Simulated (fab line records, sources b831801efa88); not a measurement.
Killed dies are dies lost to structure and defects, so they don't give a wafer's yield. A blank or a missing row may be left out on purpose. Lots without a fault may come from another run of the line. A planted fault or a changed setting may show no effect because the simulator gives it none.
Problem report in the 8D (eight disciplines) form, filled by code | flow gf180mcu | the parts of the form that need people (team, actions taken, sign-off) are left out

1. THE PROBLEM
TOP_METAL_ALCU_RS at GF_TOP_METAL_RS_MEAS_05 reads a mean of 0.0367 ohm/sq on 2 wafers of 2 lots; wafers without a fault read 0.0328 ohm/sq with a standard deviation of 0.00032. That is +12 standard deviations from the usual mean.
The step: measures by four-point-probe.
First seen on wafer L544.1, day 29 22:46, on film_metro-04. The record holds 30 wafers of 10 lots with a number at this step. Rule for "out", or "out of limits": more than 4 standard deviations from the usual mean. The other wafers with a number count as sound.

2. WHAT IT IS AND WHAT IT IS NOT
question                    | is                           | is not
which readings at this step | TOP_METAL_ALCU_RS            | -
which lots                  | L544, L548                   | L537, L539, L540, L543, L552, L556, L557, L558
which wafers of those lots  | L544.1, L548.3               | L544.2, L544.3, L548.1, L548.6
read on which gauges        | film_metro-03, film_metro-04 | -
when                        | from day 29 22:46            | up to then (14 sound wafers); but 14 sound wafers of L548, L552, L556, L557, L558 came after

3. SUSPECTS, AND WHAT RULES EACH OUT
Counting: a tool at a process step up to the reading stays a suspect if it ran every lot that is out. Sound lots after the first of them don't rule it out here, since some wafers of a struck lot are sound.
- the gauge at GF_TOP_METAL_RS_MEAS_05: ruled out. The wafers that are out were read on 2 gauges (film_metro-03, film_metro-04).
- pvd_sputter-01 at GF_TOP_METAL_SPUTTER_02 (material AlCu, target thk 900 nm, time 47.82 s): kept. It ran every lot that is out, first L544 (day 29 22:40); its last sound lot up to then is L540 (day 28 22:15).
Left after counting: pvd_sputter-01 at GF_TOP_METAL_SPUTTER_02.

4. THE CAUSE (what the simulator had put in)
Process parameter drift: pvd_sputter-01, from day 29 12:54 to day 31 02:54, at GF_TOP_METAL_SPUTTER_02. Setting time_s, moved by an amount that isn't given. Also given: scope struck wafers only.
Counting left only this tool.

5. THE CHAIN OF EFFECTS, in route order
Each row: a reading whose mean over the struck wafers that have a number lies more than 3 standard deviations from the usual. Only readings for which the record gives a usual standard deviation are gone through. hours: the time from each lot's start at the first step in this table that gives one to its start at this step, as a median over the lots. sigmas: the change in usual standard deviations.
hours | step                       | reading            | usual         | on struck wafers | change  | sigmas
0     | GF_TOP_METAL_RS_MEAS_05    | TOP_METAL_ALCU_RS  | 0.0328 ohm/sq | 0.0367           | +0.0039 | +12
0     | GF_TOP_METAL_THK_MEAS_06   | TOP_METAL_ALCU_THK | 907 nm        | 812              | -96     | -10
17    | GF_TOP_METAL_METAL_ETCH_16 | oes_product_au     | 0.965 a.u.    | 0.908            | -0.057  | -8.5
17    | GF_TOP_METAL_METAL_ETCH_16 | throttle_valve_pct | 28.258 %      | 28.322           | +0.064  | +5.9
The process steps in it:
- GF_TOP_METAL_METAL_ETCH_16: etches the open film in Cl2/BCl3, stops on SiO2, target depth 1077.5 nm, time 179.6 s.

6. WHAT WOULD HAVE CAUGHT IT SOONER
In this record the first reading out of limits at a measuring or inspecting step was taken at day 29 22:46, 10 hours after the fault began at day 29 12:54.
Of the tool readings at GF_TOP_METAL_SPUTTER_02 for which the record gives a usual standard deviation, none was out on any struck wafer, so an alarm limit of 4 standard deviations on them would not have fired.
Of the lots that are out (2), L548 began GF_TOP_METAL_SPUTTER_02 on pvd_sputter-01 after day 29 22:46. A hold on the tool at that time would have spared it.
